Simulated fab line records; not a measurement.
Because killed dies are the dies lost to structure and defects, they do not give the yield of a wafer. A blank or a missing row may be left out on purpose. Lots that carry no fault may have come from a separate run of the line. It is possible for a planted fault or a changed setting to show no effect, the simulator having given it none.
fab line records	flow sky130
record: lots: 14	wafers: 42	last-day: 50
route steps=708 shown RES_PROTECT@215 LDD_N@250 LDD_P@263 LDD_HVN@274 PAD_OPEN@708
lots untouched by any fault: they come from a run of this same line in which no faults occurred
start-h: hours from the record's first day to the start of the lot's first wafer shown	wait-h: time in hours since the lot's previous step	" unchanged from the row above	L1.1+2: several wafers, shown together as one row	- no value, or no start was given	* or withheld: withheld	< > ~ a bound
route shown NAME@n: NAME is a module with steps in the file, n the number in the route of the first one	usual: mean and standard deviation over wafers with no fault	same: alike in all rows	chamber/n: place in a boat	sites: the reading at each site	_std_site: their standard deviation	_edge_site: the outer-site mean with the inner-site mean subtracted	radius-mm: for every site, how far away it sits from the centre of the wafer	mask NAME#n: copy n	behind: the last tool/chamber to shape the wafer	hold: why the lot went on hold/how many hours it stayed there/how the hold came to an end	device: transistor that didn't switch, given as n, p or np	end of line: at the end of the route, the tests of the same wafers	a step without rows: its recipe alone	killed: not the wafer's yield, but the dies lost to structure and defects at the first sort	map: a wafer's dies, x killed, . not, _ none there
set.NAME: the run value of the setting; set.NAME@STEP: its run value at that earlier step	model.NAME: the simulator's own value behind a step, which no gauge read
route steps across a sampled set of lots; one table per step, one row per wafer
services: when a tool's chamber went out of use (start-h, in hours from the record's first day, below 0 if earlier), for how many hours, and the reason
== steps ==
step: SKY_RES_PROTECT_TW_MEAS_08
usual: POLY_GATE_TW: 4025/27
lot.wafer	tool	chamber	start-h	wait-h	POLY_GATE_TW
L130.2	film-metro-04	-	336.30	0.1	4030
L130.4	"	-	"	"	4028
L130.5	"	-	"	"	4031
L131.1	film-metro-02	-	346.77	0.1	4015
L131.2	"	-	"	"	4004
L131.4	"	-	"	"	3997
L132.1	film-metro-03	-	350.82	0.1	4022
L132.3	"	-	"	"	4025
L132.6	"	-	"	"	3999
L134.1	film-metro-02	-	367.19	0.1	4044
L134.3	"	-	"	"	4027
L134.6	"	-	"	"	4042
L135.3	film-metro-04	-	375.36	0.1	4021
L135.4	"	-	"	"	4034
L135.6	"	-	"	"	4033
L136.1	film-metro-03	-	386.02	0.1	4016
L136.3	"	-	"	"	4055
L136.4	"	-	"	"	4015
L137.2	film-metro-03	-	403.33	0.1	4046
L137.4	"	-	"	"	4052
L137.6	"	-	"	"	4042
L143.1	film-metro-03	-	452.99	0.1	4026
L143.2	"	-	"	"	4025
L143.3	"	-	"	"	4053
L145.1	film-metro-02	-	478.02	0.1	3962
L145.3	"	-	"	"	3980
L145.5	"	-	"	"	3956
L147.3	film-metro-04	-	496.01	0.1	4056
L147.5	"	-	"	"	4069
L147.6	"	-	"	"	4062
L148.1	film-metro-04	-	497.92	0.1	4079
L148.2	"	-	"	"	4073
L148.5	"	-	"	"	4063
L151.2	film-metro-04	-	519.58	0.1	4043
L151.3	"	-	"	"	4058
L151.6	"	-	"	"	4041
L152.2	film-metro-02	-	529.93	0.1	3997
L152.3	"	-	"	"	4013
L152.6	"	-	"	"	4000
L153.1	film-metro-02	-	533.67	0.1	3989
L153.4	"	-	"	"	3999
L153.6	"	-	"	"	4009
step: SKY_LDD_N_IMPLANT_13
recipe: species: BF2	energy-kev: 50	dose-cm2: 5e+12	tilt-deg: 30	rotation-deg: 90
usual: beam-on-s: 9.98/0.19	dose-ions-cm2: 5e+12/5.3e+09	faraday-current-uA: 28.3/0.53
same: implant-ion-amu: 49
lot.wafer	tool	chamber	start-h	wait-h	beam-on-s	dose-ions-cm2	faraday-current-uA
L130.2	implanter-01	0	398.20	0.1	10.08	4.989e+12	28.0
L130.4	"	0	"	"	10.21	4.997e+12	27.8
L130.5	"	0	"	"	9.48	5.005e+12	29.7
L131.1	implanter-02	0	411.06	0.1	10.09	5e+12	27.9
L131.2	"	0	"	"	9.73	5.005e+12	28.9
L131.4	"	0	"	"	9.95	5.007e+12	28.3
L132.1	implanter-02	0	413.31	0.1	9.64	5.001e+12	29.2
L132.3	"	0	"	"	9.81	4.996e+12	28.8
L132.6	"	0	"	"	10.06	5.004e+12	28.0
L134.1	implanter-01	0	432.06	0.1	10.03	5.003e+12	28.2
L134.3	"	0	"	"	9.79	5.003e+12	28.7
L134.6	"	0	"	"	9.80	5.001e+12	28.6
L135.3	implanter-03	0	438.66	0.1	9.88	5.003e+12	28.4
L135.4	"	0	"	"	10.30	4.999e+12	27.4
L135.6	"	0	"	"	9.85	4.999e+12	28.5
L136.1	implanter-01	0	452.33	0.1	10.11	5.002e+12	27.9
L136.3	"	0	"	"	10.14	4.994e+12	27.9
L136.4	"	0	"	"	9.74	5.003e+12	29.0
L137.2	implanter-01	0	470.53	0.1	9.81	5.004e+12	28.8
L137.4	"	0	"	"	10.03	5.007e+12	28.2
L137.6	"	0	"	"	9.71	5.005e+12	29.2
L143.1	implanter-02	0	518.17	0.1	9.89	8.075e+12	45.8
L143.2	"	0	"	"	10.37	8.071e+12	44.1
L143.3	"	0	"	"	9.94	8.062e+12	45.6
L145.1	implanter-02	0	543.66	0.1	9.91	8.062e+12	45.9
L145.3	"	0	"	"	9.51	8.063e+12	47.8
L145.5	"	0	"	"	10.02	8.061e+12	45.6
L147.3	implanter-03	0	560.98	0.1	9.80	4.996e+12	28.8
L147.5	"	0	"	"	10.00	5.002e+12	28.1
L147.6	"	0	"	"	9.99	4.985e+12	28.1
L148.1	implanter-03	0	562.57	0.1	10.15	5.009e+12	27.7
L148.2	"	0	"	"	10.13	5.009e+12	27.8
L148.5	"	0	"	"	10.29	5.011e+12	27.4
L151.2	implanter-03	0	583.60	0.1	9.88	5.004e+12	28.5
L151.3	"	0	"	"	9.99	4.992e+12	28.2
L151.6	"	0	"	"	9.79	4.985e+12	28.8
L152.2	implanter-01	0	593.28	0.1	9.93	5.002e+12	28.5
L152.3	"	0	"	"	9.86	5.003e+12	28.5
L152.6	"	0	"	"	10.22	5.005e+12	27.5
L153.1	implanter-01	0	595.93	0.1	9.99	5.006e+12	28.2
L153.4	"	0	"	"	10.01	4.992e+12	28.2
L153.6	"	0	"	"	9.49	4.998e+12	29.5
step: SKY_LDD_P_OVL_MEAS_08
usual: LDD_P_OVL: -0.1/1.1
lot.wafer	tool	chamber	start-h	wait-h	LDD_P_OVL[nm]
L130.2	overlay-02	-	428.42	0.1	-0.9
L130.4	"	-	"	"	-0.8
L130.5	"	-	"	"	0.2
L131.1	overlay-01	-	441.31	0.1	-0.4
L131.2	"	-	"	"	-1.3
L131.4	"	-	"	"	-0.5
L132.1	overlay-02	-	444.46	0.1	0.1
L132.3	"	-	"	"	1.2
L132.6	"	-	"	"	0.2
L134.1	overlay-02	-	463.71	0.1	0.4
L134.3	"	-	"	"	-0.3
L134.6	"	-	"	"	-0.8
L135.3	overlay-02	-	470.52	0.1	-1.6
L135.4	"	-	"	"	-0.5
L135.6	"	-	"	"	-1.5
L136.1	overlay-01	-	483.36	0.1	-0.4
L136.3	"	-	"	"	-0.2
L136.4	"	-	"	"	0.2
L137.2	overlay-01	-	501.56	0.1	-2.0
L137.4	"	-	"	"	-2.2
L137.6	"	-	"	"	-2.7
L143.1	overlay-02	-	549.21	0.1	1.0
L143.2	"	-	"	"	0.3
L143.3	"	-	"	"	1.1
L145.1	overlay-02	-	573.31	0.1	-1.0
L145.3	"	-	"	"	-1.0
L145.5	"	-	"	"	-0.4
L147.3	overlay-01	-	590.57	0.1	0.5
L147.5	"	-	"	"	-0.4
L147.6	"	-	"	"	-1.2
L148.1	overlay-01	-	592.41	0.1	-1.0
L148.2	"	-	"	"	0.6
L148.5	"	-	"	"	-1.1
L151.2	overlay-01	-	613.67	0.1	0.8
L151.3	"	-	"	"	0.5
L151.6	"	-	"	"	0.7
L152.2	overlay-01	-	622.77	0.1	0.1
L152.3	"	-	"	"	-0.1
L152.6	"	-	"	"	-3.1
L153.1	overlay-02	-	625.51	0.1	-2.3
L153.4	"	-	"	"	0.1
L153.6	"	-	"	"	0.7
step: SKY_LDD_HVN_OVL_MEAS_07
usual: LDD_HVN_OVL: 0.6/1.4
lot.wafer	tool	chamber	start-h	wait-h	LDD_HVN_OVL[nm]
L130.2	overlay-02	-	459.50	0.1	0.5
L130.4	"	-	"	"	0.9
L130.5	"	-	"	"	0.9
L131.1	overlay-01	-	472.17	0.1	2.5
L131.2	"	-	"	"	2.3
L131.4	"	-	"	"	3.0
L132.1	overlay-02	-	475.39	0.1	0.6
L132.3	"	-	"	"	-0.2
L132.6	"	-	"	"	0.2
L134.1	overlay-01	-	494.04	0.1	0.6
L134.3	"	-	"	"	0.2
L134.6	"	-	"	"	-0.2
L135.3	overlay-02	-	501.13	0.1	-1.4
L135.4	"	-	"	"	-0.5
L135.6	"	-	"	"	-1.1
L136.1	overlay-02	-	512.99	0.1	0.4
L136.3	"	-	"	"	-1.3
L136.4	"	-	"	"	-1.6
L137.2	overlay-02	-	532.25	0.1	-1.1
L137.4	"	-	"	"	-1.1
L137.6	"	-	"	"	-2.3
L143.1	overlay-02	-	578.42	0.1	3.4
L143.2	"	-	"	"	1.5
L143.3	"	-	"	"	1.2
L145.1	overlay-02	-	603.29	0.1	0.7
L145.3	"	-	"	"	-1.8
L145.5	"	-	"	"	-1.7
L147.3	overlay-01	-	619.40	0.1	2.3
L147.5	"	-	"	"	2.2
L147.6	"	-	"	"	1.4
L148.1	overlay-01	-	621.44	0.1	-0.3
L148.2	"	-	"	"	-1.2
L148.5	"	-	"	"	1.7
L151.2	overlay-01	-	642.15	0.1	0.4
L151.3	"	-	"	"	-0.3
L151.6	"	-	"	"	-1.2
L152.2	overlay-01	-	651.65	0.1	1.6
L152.3	"	-	"	"	-0.7
L152.6	"	-	"	"	2.5
L153.1	overlay-02	-	654.39	0.1	-0.1
L153.4	"	-	"	"	1.2
L153.6	"	-	"	"	1.7
step: SKY_PAD_OPEN_PROBE_99
usual: killed_at_M0_to_M3: 44/7.8	killed_at_M4_up: 3.1/1.7	killed-at-contacts: 25/5.1	killed-at-front-end: 15/4.4	killed-at-other: 0.5/0.68	killed-dies: 88/9.9	killed-open: 48/6.9	killed-short: 39/6.5
same: gross-dies: 492	killed-at-back-side: 0
lot.wafer	tool	chamber	start-h	wait-h	killed_at_M0_to_M3	killed_at_M4_up	killed-at-contacts	killed-at-front-end	killed-at-other	killed-dies	killed-open	killed-short
L130.2	prober-02	-	1068.00	0.1	43	0	22	18	0	83	44	39
L130.4	prober-02	-	1068.10	0.2	45	2	24	21	0	92	45	46
L130.5	prober-02	-	1068.15	0.2	53	1	19	8	0	81	41	40
L134.1	prober-02	-	1094.36	0.1	38	5	22	25	1	91	58	33
L134.3	prober-02	-	1094.46	0.2	52	2	30	10	0	94	52	42
L134.6	prober-02	-	1094.61	0.2	45	2	29	16	1	93	61	32
L143.1	prober-01	-	1148.92	0.1	50	2	23	17	0	92	52	37
L143.2	prober-01	-	1148.97	0.1	50	5	35	23	0	113	65	48
L143.3	prober-01	-	1149.02	0.2	45	1	18	23	0	87	42	45
killed by level:class
L130.2 VIA1:geometric-particle:open=14 CONTACT:geometric-particle:open=7 CONTACT:geometric-particle:short=6 VIA3:geometric-particle:open=6 VIA1:geometric-particle:short=5 POLY_GATE:geometric-particle:short=5 FIELD_ISO:geometric-particle:open=4 LI_CONTACT:geometric-particle:open=4
L130.4 CONTACT:geometric-particle:open=10 FIELD_ISO:geometric-particle:short=7 METAL1:geometric-particle:short=7 VIA1:geometric-particle:short=7 VIA1:geometric-particle:open=7 POLY_GATE:geometric-particle:open=6 VIA2:geometric-particle:open=6 FIELD_ISO:geometric-particle:open=5
L130.5 CONTACT:geometric-particle:open=11 VIA1:geometric-particle:open=11 METAL2:geometric-particle:short=8 METAL1:geometric-particle:short=8 VIA1:geometric-particle:short=6 LI_CONTACT:geometric-particle:open=5 METAL3:geometric-particle:short=5 VIA3:geometric-particle:open=4
L134.1 VIA1:geometric-particle:open=11 LI_CONTACT:geometric-particle:open=9 CONTACT:geometric-particle:open=9 FIELD_ISO:geometric-particle:short=8 VIA2:geometric-particle:open=7 POLY_GATE:geometric-particle:open=6 POLY_GATE:geometric-particle:short=4 VIA3:geometric-particle:open=4
L134.3 CONTACT:geometric-particle:open=11 VIA1:geometric-particle:open=10 METAL1:geometric-particle:short=9 VIA3:geometric-particle:open=7 LI_CONTACT:geometric-particle:open=6 LOCAL_INTERCONNECT:geometric-particle:short=6 VIA2:geometric-particle:open=6 METAL2:geometric-particle:short=5
L134.6 VIA1:geometric-particle:open=13 VIA2:geometric-particle:open=10 CONTACT:geometric-particle:open=10 LI_CONTACT:geometric-particle:open=8 VIA1:geometric-particle:short=7 VIA3:geometric-particle:open=6 FIELD_ISO:geometric-particle:open=4 LOCAL_INTERCONNECT:geometric-particle:short=4
L143.1 VIA1:geometric-particle:open=12 VIA3:geometric-particle:open=10 VIA2:geometric-particle:open=10 VIA1:geometric-particle:short=7 CONTACT:geometric-particle:open=6 FIELD_ISO:geometric-particle:short=5 LI_CONTACT:geometric-particle:short=5 METAL2:geometric-particle:short=5
L143.2 CONTACT:geometric-particle:open=15 VIA1:geometric-particle:open=12 VIA2:geometric-particle:open=9 CONTACT:geometric-particle:short=9 VIA1:geometric-particle:short=9 FIELD_ISO:geometric-particle:open=8 FIELD_ISO:geometric-particle:short=7 LI_CONTACT:geometric-particle:open=7
L143.3 VIA1:geometric-particle:open=12 METAL2:geometric-particle:short=8 LI_CONTACT:geometric-particle:open=7 METAL1:geometric-particle:short=7 VIA2:geometric-particle:open=7 FIELD_ISO:geometric-particle:short=6 POLY_GATE:geometric-particle:short=6 CONTACT:geometric-particle:open=6
== services ==
tool	chamber	start-h	hours	kind
implanter-02	-	425.52	8.0	repair
implanter-03	-	425.61	6.2	pm
implanter-02	-	440.94	13.3	pm
implanter-01	-	444.19	4.8	pm
implanter-03	-	448.95	4.5	pm
implanter-02	-	473.96	2.7	repair
implanter-01	-	514.82	0.7	repair
implanter-02	-	578.65	6.3	repair
== key ==
first-sign: step: SKY_LDD_N_IMPLANT_13	reading: dose-ions-cm2	direction: up	sigmas: 99+	usual: *	struck: *
effect: step: SKY_LDD_N_IMPLANT_13	reading: faraday-current-uA	direction: up	sigmas: 33	usual: 28.3	struck: 45.8
met-at SKY_LDD_N_IMPLANT_13
struck-lots L143,L145
tester-left-out L143,L145
not-acting-at SKY_RES_PROTECT_TW_MEAS_08,SKY_LDD_P_OVL_MEAS_08,SKY_LDD_HVN_OVL_MEAS_07
onset-between 413.31 518.17
fault: kind: process-parameter-drift	tool: implanter-02	chamber: -	onset-h: 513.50	steps: SKY_LDD_N_IMPLANT_13	channel: dose-cm2	offset: *	shape: step	end-h: 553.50	acts-in: *	stated: *
tester-left-out: of these lots the tester's yield and bins aren't shown, on N5 and GAA mostly nor the transistor test; their killed dies are dies lost to structure and defects alone, not to doping, threshold or leakage, so they don't give the yield
